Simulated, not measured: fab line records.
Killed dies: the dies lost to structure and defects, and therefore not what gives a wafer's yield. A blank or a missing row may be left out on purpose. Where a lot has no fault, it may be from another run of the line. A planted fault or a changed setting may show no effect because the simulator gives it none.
A single fault, viewed from 2 desks ; flow sky130 ; numbers are kept per desk, each desk with only its own; the story behind them comes last

## THE TOOL OWNER'S DESK: implanter-02
The tool's own readings at SKY_LDD_N_IMPLANT_11: means of the sampled wafers that have a number, for each lot that ran on this tool. Any lot whose mean is over 4 standard deviations away from the usual mean is out of limits and marked OUT; that distance is given in the brackets.
Columns: A = dose_ions_cm2 at SKY_LDD_N_IMPLANT_11, usual 7.498e+13; B = end_station_pressure_torr at SKY_LDD_N_IMPLANT_11, usual 5.34e-06 Torr; C = faraday_current_uA at SKY_LDD_N_IMPLANT_11, usual 423
lot;first seen here;A;B;C
L847;day 21 16:49;7.489e+13;5.34e-06;423
L848;day 21 21:26;7.504e+13;5.34e-06;419
L851;day 23 00:14;4.578e+13 (-99 or more) OUT;5.17e-06;254 (-20) OUT
L853;day 23 17:14;4.578e+13 (-99 or more) OUT;5.09e-06;259 (-19) OUT
This desk finds L851, L853 out of limits, L851 being first, at day 23 00:14 (dose_ions_cm2 at SKY_LDD_N_IMPLANT_11). L847, L848: within limits.

## THE METROLOGY DESK
Lot by lot, what the gauges showed, no matter which tool ran the lot: averages of those sampled wafers that carry a number. Any lot whose mean is over 4 standard deviations away from the usual mean is out of limits and marked OUT; that distance is given in the brackets.
Columns: A = POLY_GATE_CVD_00_THK at SKY_POLY_GATE_THK_MEAS_01, usual 178.8 nm; B = POLY_GATE_OXIDATION_THK at SKY_POLY_GATE_THK_MEAS_21, usual 3.96 nm; C = LDD_N_TW at SKY_LDD_N_TW_MEAS_17, usual 2552
lot;first seen here;A;B;C
L842;day 15 15:41;180.7;3.94;2534
L841;day 15 18:44;178.8;4.01;2532
L845;day 16 11:37;178.3;3.95;2564
L847;day 17 17:32;178.7;3.98;2550
L848;day 17 21:39;181.1;4.03;2544
L851;day 18 21:22;181.6;3.77;2482 (-4.4) OUT
L853;day 19 17:35;179.1;4.02;2517
L854;day 20 03:19;176.6;4.00;2560
L858;day 21 08:18;178.3;3.89;2537
L860;day 21 23:58;179.2;4.06;2532
L862;day 23 04:18;179.4;3.89;2570
Per this desk, out of limits: L851; the first was L851, day 23 01:05 (LDD_N_TW at SKY_LDD_N_TW_MEAS_17). L842, L841, L845, L847, L848, L853, L854, L858, L860, L862: within limits.

## BROUGHT TOGETHER
On L851, L853, at day 23 00:14, an alarm was possible from the tool owner's desk.
Metrology desk: alarm possible at day 23 01:05 on L851.
The metrology desk has L853 on record, within its limits.
SKY_LDD_N_IMPLANT_11 was run on implanter-02 by each of the lots named.

## WHAT THE SIMULATOR HAD PUT IN
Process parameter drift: implanter-02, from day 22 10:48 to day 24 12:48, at SKY_LDD_N_IMPLANT_11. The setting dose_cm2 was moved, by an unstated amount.
Lots struck among those shown: L851, L853.
Delay (hours) between the fault's onset and each desk's first out-of-limits reading: 13 at the tool owner's desk, 14 at the metrology desk.
